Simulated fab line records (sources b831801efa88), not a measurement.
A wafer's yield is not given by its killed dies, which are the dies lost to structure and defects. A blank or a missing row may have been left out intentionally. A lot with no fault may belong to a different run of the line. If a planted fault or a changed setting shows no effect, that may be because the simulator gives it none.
fab line records ; flow sky130
[record] lots = 5; wafers = 14; last-day = 50
route steps=708 shown VIA3@575 PAD_OPEN@708
lots that met no fault: from a run of the same line without faults
start-h: start of the lot's first displayed wafer, in hours after the record's first day ; wait-h: hours since the lot's step before ; " unchanged from the row above ; L1.1+2: several wafers, shown together as one row ; - no value, or no start given ; * or withheld: withheld ; < > ~ a bound
route shown NAME@n: names a module that has steps shown in the file, with the first one's number in the route ; usual: mean and standard deviation over wafers with no fault ; same: alike in all rows ; chamber/n: place in a boat ; sites: per-site readings ; _std_site: the values' standard deviation ; _edge_site: mean of outer sites minus mean of inner sites ; radius-mm: how far each site lies from the wafer's centre ; mask NAME#n: copy n ; behind: the tool/chamber that last shaped the wafer ; hold: cause of the lot's hold/its duration in hours/its outcome ; device: the transistor (n, p or np) that didn't switch ; end of line: the route-end tests of the same wafers ; a step without rows: its recipe alone ; killed: not the wafer's yield, but the dies lost to structure and defects at the first sort ; map: a wafer's dies, x killed, . not, _ none there
set.NAME: the setting as run; set.NAME@STEP: as run at that earlier step ; model.NAME: the simulator's own value behind a step, which no gauge read
lots at some steps of the route; a table a step, a row a wafer
services: the hour from which a tool's chamber was out of use, counted from the record's first day as start-h (under 0 if before that day), plus the number of hours and why
[[steps]]
[step SKY_VIA3_CMP_02]
[recipe] material = SiO2; down-force-psi = 4; platen-rpm = 60; pad-velocity-m-s = 0.94248
[usual] motor-current-A = 11.6/0.92
lot.wafer;tool;chamber;start-h;wait-h;motor-current-A
L451.2;cmp-01;0;952.36;0.6;13.1
L451.6;cmp-01;1;952.36;0.6;10.3
L451.5;cmp-01;2;952.36;0.6;9.9
L457.4;cmp-01;3;989.60;0.1;12.7
L457.5;cmp-01;3;989.60;0.1;12.0
L460.4;cmp-02;1;1009.55;0.0;11.3
L460.1;cmp-02;2;1009.55;0.0;12.5
L460.5;cmp-02;1;1009.55;0.0;12.1
L467.1;cmp-01;3;1052.33;0.1;12.8
L467.3;cmp-01;0;1052.33;0.1;12.1
L467.5;cmp-01;0;1052.33;0.1;13.0
L468.4;cmp-01;2;1058.08;0.1;10.0
L468.2;cmp-01;0;1058.08;0.1;12.3
L468.5;cmp-01;2;1058.08;0.1;10.7
[step SKY_VIA3_BOW_MEAS_03]
[recipe] mode = bow
[usual] VIA3_BOW = 78/7
lot.wafer;tool;chamber;start-h;wait-h;VIA3_BOW[um]
L451.2;film-metro-03;-;952.53;0.1;70
L451.5;film-metro-03;-;952.53;0.1;76
L451.6;film-metro-03;-;952.53;0.1;77
L457.4;film-metro-02;-;989.96;0.3;77
L457.5;film-metro-02;-;989.96;0.3;81
L460.1;film-metro-04;-;1009.85;0.2;95
L460.4;film-metro-04;-;1009.85;0.2;87
L460.5;film-metro-04;-;1009.85;0.2;82
L467.1;film-metro-04;-;1052.63;0.2;69
L467.3;film-metro-04;-;1052.63;0.2;78
L467.5;film-metro-04;-;1052.63;0.2;63
L468.2;film-metro-03;-;1058.35;0.1;65
L468.4;film-metro-03;-;1058.35;0.1;86
L468.5;film-metro-03;-;1058.35;0.1;68
[step SKY_VIA3_DEHYDRATE_04]
[recipe] temp-c = 200; time-s = 60
[step SKY_VIA3_HMDS_05]
[recipe] prime-time-s = 60; prime-temp-c = 120
[step SKY_VIA3_COAT_06]
[recipe] resist = BARC; temp-c = withheld; time-s = withheld; spin-rpm = 3000; resist-thk-nm = 60
[step SKY_VIA3_COAT_07]
[recipe] resist = KrF-thick; spin-rpm = 3000; resist-thk-nm = 450
[step SKY_VIA3_SOFTBAKE_08]
[recipe] temp-c = 100; time-s = 90; resist = KrF-thick
[step SKY_VIA3_EXPOSE_09]
[recipe] mask-id = VIM3; na = 0.8; source-shape = annular; sigma-inner = 0.55; sigma-outer = 0.85; target-cd-nm = 200; dose-mj = 38
[step SKY_VIA3_PEB_10]
[recipe] peb-temp-c = withheld; peb-time-s = withheld; resist = KrF-thick
[step SKY_VIA3_DEVELOP_11]
[recipe] develop-time-s = 60; resist = KrF-thick; dev-temp-c = 21
[step SKY_VIA3_CD_MEAS_12]
[recipe] target-cd-nm = 200
[usual] cd-nm = 199.8/1.6
lot.wafer;tool;chamber;start-h;wait-h;cd-nm
L451.2;cd-sem-01;-;977.44;-;202.3
L451.5;cd-sem-01;-;977.44;-;200.6
L451.6;cd-sem-01;-;977.44;-;202.3
L457.4;cd-sem-02;-;1013.48;-;199.6
L457.5;cd-sem-02;-;1013.48;-;200.6
L460.1;cd-sem-02;-;1032.59;-;201.4
L460.4;cd-sem-02;-;1032.59;-;200.2
L460.5;cd-sem-02;-;1032.59;-;200.2
L467.1;cd-sem-02;-;1073.62;-;199.7
L467.3;cd-sem-02;-;1073.62;-;200.5
L467.5;cd-sem-02;-;1073.62;-;201.1
L468.2;cd-sem-02;-;1079.80;-;201.7
L468.4;cd-sem-02;-;1079.80;-;202.6
L468.5;cd-sem-02;-;1079.80;-;203.0
[step SKY_VIA3_OVL_MEAS_13]
[usual] VIA3_OVL = 1/5.4
lot.wafer;tool;chamber;start-h;wait-h;VIA3_OVL[nm]
L451.2;overlay-01;-;977.54;0.1;-5
L451.5;overlay-01;-;977.54;0.1;-6
L451.6;overlay-01;-;977.54;0.1;-8
L457.4;overlay-02;-;1013.56;0.1;1
L457.5;overlay-02;-;1013.56;0.1;-3
L460.1;overlay-02;-;1032.71;0.1;5
L460.4;overlay-02;-;1032.71;0.1;1
L460.5;overlay-02;-;1032.71;0.1;2
L467.1;overlay-01;-;1073.74;0.1;-1
L467.3;overlay-01;-;1073.74;0.1;1
L467.5;overlay-01;-;1073.74;0.1;-3
L468.2;overlay-01;-;1079.91;0.1;11
L468.4;overlay-01;-;1079.91;0.1;11
L468.5;overlay-01;-;1079.91;0.1;8
[step SKY_VIA3_ETCH_14]
[recipe] chemistry = N2/H2; target = BARC; ion-energy-ev = 200; source-w = 500; bias-w = 100; pressure-mtorr = 30; n2-flow-sccm = 100; h2-flow-sccm = 200; stop-on = SiO2; time-s = 45.9; target-depth-a = 600
[usual] drypump-motor-current-A = 5.8/0.4; oes-product-au = 0.855/0.0047; run-length-s = 74.3/0.41; throttle-valve-pct = 13.226/0.0092
lot.wafer;tool;chamber;start-h;wait-h;drypump-motor-current-A;oes-product-au;rf-hours-counter-h;run-length-s;throttle-valve-pct;model.KrF-thick_of_VIA3_COAT_07.thk-nm
L451.2;rie-diel-03;2;977.57;0.0;5.3;0.847;10;74.3;13.221;393.8
L451.5;rie-diel-03;3;977.57;0.0;6.3;0.859;-;74.9;13.211;392.6
L451.6;rie-diel-03;0;977.57;0.0;6.0;0.852;-;74.3;13.229;395.1
L457.4;rie-diel-02;1;1013.57;0.0;5.7;0.911;12;70.7;13.230;393
L457.5;rie-diel-02;0;1013.57;0.0;5.2;0.917;-;71.3;13.225;391.7
L460.1;rie-diel-04;1;1032.74;0.0;6.2;0.850;8;74.5;13.208;394.2
L460.4;rie-diel-04;3;1032.74;0.0;6.3;0.850;18;74.1;13.220;390.9
L460.5;rie-diel-04;1;1032.74;0.0;6.2;0.855;-;74.5;13.214;392.9
L467.1;rie-diel-02;1;1073.78;0.0;5.7;0.864;14;74.2;13.227;390.4
L467.3;rie-diel-02;2;1073.78;0.0;5.8;0.848;15;74.6;13.229;389.8
L467.5;rie-diel-02;2;1073.78;0.0;5.8;0.863;-;74.2;13.231;390.5
L468.2;rie-diel-03;0;1079.94;0.0;6.0;0.853;4;74.1;13.238;394.8
L468.4;rie-diel-03;2;1079.94;0.0;5.3;0.856;14;74.4;13.218;393.3
L468.5;rie-diel-03;0;1079.94;0.0;6.0;0.858;-;74.6;13.227;393.5
[step SKY_VIA3_ETCH_15]
[recipe] target = SiO2; chemistry = C4F8/O2/Ar; target-depth-nm = 507; stop-on = TiN; mask-material = KrF-thick; source-w = 1500; bias-w = 1200; pressure-mtorr = 40; c4f8-flow-sccm = withheld; O2_flow_sccm = 6; Ar_flow_sccm = 300; time-s = 78
[usual] oes-product-au = 0.946/0.0052; run-length-s = 106.4/0.42
lot.wafer;tool;chamber;start-h;wait-h;oes-product-au;rf-hours-counter-h;run-length-s
L451.2;rie-diel-03;2;977.62;0.0;0.942;10;106.5
L451.5;rie-diel-03;3;977.62;0.0;0.958;-;106.6
L451.6;rie-diel-03;0;977.62;0.0;0.943;-;106.5
L457.4;rie-diel-02;1;1013.62;0.0;0.947;12;106.4
L457.5;rie-diel-02;0;1013.62;0.0;0.941;-;106.8
L460.1;rie-diel-04;1;1032.79;0.0;0.942;8;106.3
L460.4;rie-diel-04;3;1032.79;0.0;0.946;18;106.4
L460.5;rie-diel-04;1;1032.79;0.0;0.946;-;106.5
L467.1;rie-diel-02;1;1073.82;0.0;0.948;14;106.1
L467.3;rie-diel-02;2;1073.82;0.0;0.932;15;106.2
L467.5;rie-diel-02;2;1073.82;0.0;0.950;-;106.5
L468.2;rie-diel-03;0;1079.98;0.0;0.958;4;106.3
L468.4;rie-diel-03;2;1079.98;0.0;0.950;14;106.5
L468.5;rie-diel-03;0;1079.98;0.0;0.944;-;106.5
[step SKY_PAD_OPEN_PROBE_99]
[usual] defect-limited-yield = 82.9/1.7; killed_at_M0_to_M3 = 42/6.1; killed_at_M4_up = 3.4/2; killed-at-contacts = 23/4.8; killed-at-front-end = 15/3.8; killed-at-other = 0.3/0.48; killed-dies = 84/8.5; killed-on-rim = 16/3.9; killed-open = 46/6.8; killed-short = 38/6.2; sort_bin_3_pad_short = 0.8/0.42; sort_bin_5_function = 10.1/1.4; sort_bin_6_memory = 6.2/0.99; sort-n-pass = 408/8.5; sort-yield-pct = 82.9/1.7
[same] gross-dies = 492; killed-at-back-side = 0; sort_bin_4_leakage[%] = 0; sort_bin_8_speed[%] = 0
lot.wafer;tool;chamber;start-h;wait-h;defect-limited-yield[%];killed_at_M0_to_M3;killed_at_M4_up;killed-at-contacts;killed-at-front-end;killed-at-other;killed-dies;killed-on-rim;killed-open;killed-short;sort_bin_3_pad_short[%];sort_bin_5_function[%];sort_bin_6_memory[%];sort-n-pass;sort-yield-pct[%]
L451.2;prober-01;-;1116.99;0.1;82.5;41;4;28;13;0;86;18;43;43;0.8;9.1;7.5;406;82.5
L451.5;prober-01;-;1117.14;0.2;85.4;32;3;24;13;0;72;11;39;32;1.2;7.1;6.3;420;85.4
L451.6;prober-01;-;1117.19;0.2;83.7;37;6;24;13;0;80;15;34;46;0.8;10.0;5.5;412;83.7
L457.4;prober-01;-;1146.88;0.2;85.2;39;1;24;9;0;73;16;48;25;0.6;8.1;6.1;419;85.2
L457.5;prober-01;-;1146.93;0.2;84.6;41;6;18;11;0;76;15;41;35;1.4;9.3;4.7;416;84.6
L460.1;prober-02;-;1162.62;0.1;81.1;42;2;29;20;0;93;24;51;42;0.8;10.4;7.7;399;81.1
L460.4;prober-02;-;1162.77;0.2;81.3;46;3;22;20;1;92;17;54;38;0.8;11.4;6.5;400;81.3
L460.5;prober-02;-;1162.82;0.2;84.8;39;3;24;9;0;75;19;39;36;0.4;8.7;6.1;417;84.8
L467.1;prober-02;-;1194.33;0.1;83.1;41;8;21;13;0;83;19;45;38;0.6;11.4;4.9;409;83.1
L467.3;prober-02;-;1194.43;0.2;81.7;54;6;19;11;0;90;20;44;46;0.6;12.2;5.5;402;81.7
L467.5;prober-02;-;1194.53;0.2;84.1;44;3;14;17;0;78;12;40;38;1.2;9.1;5.5;414;84.1
L468.2;prober-01;-;1198.08;0.1;83.1;41;1;20;21;0;83;18;45;38;0.6;10.6;5.7;409;83.1
L468.4;prober-01;-;1198.18;0.2;82.1;45;2;25;15;1;88;21;43;44;0.6;10.2;7.1;404;82.1
L468.5;prober-01;-;1198.23;0.2;82.7;39;2;25;19;0;85;13;42;42;1.0;8.7;7.5;407;82.7
// killed by level:class
L451.2 CONTACT:geometric-particle:open=11 METAL2:geometric-particle:short=7 VIA3:geometric-particle:open=7 LI_CONTACT:geometric-particle:open=6 CONTACT:geometric-particle:short=6 METAL1:geometric-particle:short=6 METAL3:geometric-particle:short=6 VIA1:geometric-particle:open=5
L451.5 VIA1:geometric-particle:open=11 LI_CONTACT:geometric-particle:open=7 CONTACT:geometric-particle:short=6 CONTACT:geometric-particle:open=5 FIELD_ISO:geometric-particle:short=4 POLY_GATE:geometric-particle:open=4 VIA1:geometric-particle:short=4 VIA3:geometric-particle:open=4
L451.6 VIA1:geometric-particle:open=9 CONTACT:geometric-particle:open=8 METAL2:geometric-particle:short=8 CONTACT:geometric-particle:short=6 METAL4:geometric-particle:short=6 POLY_GATE:geometric-particle:short=5 LI_CONTACT:geometric-particle:short=4 VIA2:geometric-particle:open=4
L457.4 VIA3:geometric-particle:open=10 CONTACT:geometric-particle:open=9 VIA2:geometric-particle:open=9 VIA1:geometric-particle:open=7 POLY_GATE:geometric-particle:open=5 LI_CONTACT:geometric-particle:open=5 CONTACT:geometric-particle:short=5 METAL1:geometric-particle:short=3
L457.5 VIA1:geometric-particle:open=12 CONTACT:geometric-particle:open=7 VIA2:geometric-particle:open=6 LI_CONTACT:geometric-particle:open=5 METAL4:geometric-particle:short=5 METAL1:geometric-particle:short=4 VIA1:geometric-particle:short=4 VIA2:geometric-particle:short=4
L460.1 CONTACT:geometric-particle:open=13 VIA1:geometric-particle:open=9 CONTACT:geometric-particle:short=7 METAL1:geometric-particle:short=7 FIELD_ISO:geometric-particle:short=6 POLY_GATE:geometric-particle:short=6 VIA2:geometric-particle:open=6 VIA3:geometric-particle:open=6
L460.4 VIA1:geometric-particle:open=12 VIA3:geometric-particle:open=9 VIA2:geometric-particle:open=8 FIELD_ISO:geometric-particle:open=7 CONTACT:geometric-particle:short=6 POLY_GATE:geometric-particle:short=5 CONTACT:geometric-particle:open=5 METAL2:geometric-particle:short=5
L460.5 CONTACT:geometric-particle:open=9 VIA1:geometric-particle:open=8 LI_CONTACT:geometric-particle:open=6 METAL1:geometric-particle:short=6 METAL3:geometric-particle:short=5 VIA3:geometric-particle:open=5 POLY_GATE:geometric-particle:open=3 LI_CONTACT:geometric-particle:short=3
L467.1 VIA1:geometric-particle:open=9 VIA3:geometric-particle:open=7 LI_CONTACT:geometric-particle:open=6 CONTACT:geometric-particle:short=6 CONTACT:geometric-particle:open=6 VIA2:geometric-particle:open=6 FIELD_ISO:geometric-particle:short=5 POLY_GATE:geometric-particle:short=5
L467.3 VIA3:geometric-particle:open=13 METAL1:geometric-particle:short=8 METAL2:geometric-particle:short=8 VIA1:geometric-particle:open=7 VIA2:geometric-particle:open=7 VIA1:geometric-particle:short=6 CONTACT:geometric-particle:open=5 LOCAL_INTERCONNECT:geometric-particle:short=5
L467.5 VIA1:geometric-particle:open=10 VIA2:geometric-particle:open=8 VIA3:geometric-particle:open=6 CONTACT:geometric-particle:open=6 METAL1:geometric-particle:short=5 METAL2:geometric-particle:short=5 FIELD_ISO:geometric-particle:short=4 POLY_GATE:geometric-particle:open=4
L468.2 VIA1:geometric-particle:open=9 FIELD_ISO:geometric-particle:short=8 METAL2:geometric-particle:short=7 VIA2:geometric-particle:open=7 FIELD_ISO:geometric-particle:open=6 CONTACT:geometric-particle:open=6 LI_CONTACT:geometric-particle:open=5 VIA3:geometric-particle:open=5
L468.4 VIA3:geometric-particle:open=9 CONTACT:geometric-particle:open=8 LOCAL_INTERCONNECT:geometric-particle:short=7 VIA1:geometric-particle:open=6 VIA2:geometric-particle:short=6 VIA2:geometric-particle:open=6 LI_CONTACT:geometric-particle:open=5 FIELD_ISO:geometric-particle:open=4
L468.5 CONTACT:geometric-particle:open=10 METAL1:geometric-particle:short=9 VIA3:geometric-particle:open=7 CONTACT:geometric-particle:short=6 VIA2:geometric-particle:open=6 VIA1:geometric-particle:open=6 LI_CONTACT:geometric-particle:open=5 FIELD_ISO:geometric-particle:short=4
[[services]]
tool;chamber;start-h;hours;kind
rie-diel-03;1;928.77;10.6;repair
rie-diel-03;0;945.62;-;clean
rie-diel-03;0;945.62;14.6;scheduled-down
rie-diel-03;0;945.62;14.6;vent-cycle
cmp-01;-;947.38;4.5;repair
cmp-02;-;960.10;1.4;repair
rie-diel-04;1;961.85;9.1;repair
cmp-02;-;970.12;1.0;repair
rie-diel-02;0;974.20;7.0;repair
rie-diel-02;1;975.35;4.3;repair
cmp-02;-;986.37;7.9;pm
cmp-02;-;1030.35;15.0;pm
rie-diel-03;3;1050.89;14.3;repair
cmp-02;-;1051.01;0.7;repair
cmp-02;-;1057.14;1.4;repair
cmp-01;-;1059.04;3.9;pm
cmp-02;-;1069.56;0.3;repair
rie-diel-04;0;1075.39;5.1;repair
[[key]]
[first-sign] step = SKY_VIA3_ETCH_14; reading = oes-product-au; direction = up; sigmas = 13; usual = 0.855; struck = 0.914
[effect] step = SKY_VIA3_ETCH_14; reading = run-length-s; direction = down; sigmas = 8.1; usual = *; struck = *
[model-effect] step = SKY_VIA3_ETCH_14; value = KrF-thick_of_VIA3_COAT_07.thk-nm; without = 389.2; struck = 392.4
met-at SKY_VIA3_ETCH_14
struck-wafers L457.4,L457.5
[fault] kind = process-parameter-drift; tool = rie-diel-02; chamber = -; onset-h = 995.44; steps = SKY_VIA3_ETCH_14; channel = time-s; offset = *; shape = step; end-h = 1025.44; scope = struck-wafers-only; acts-in = *; stated = *
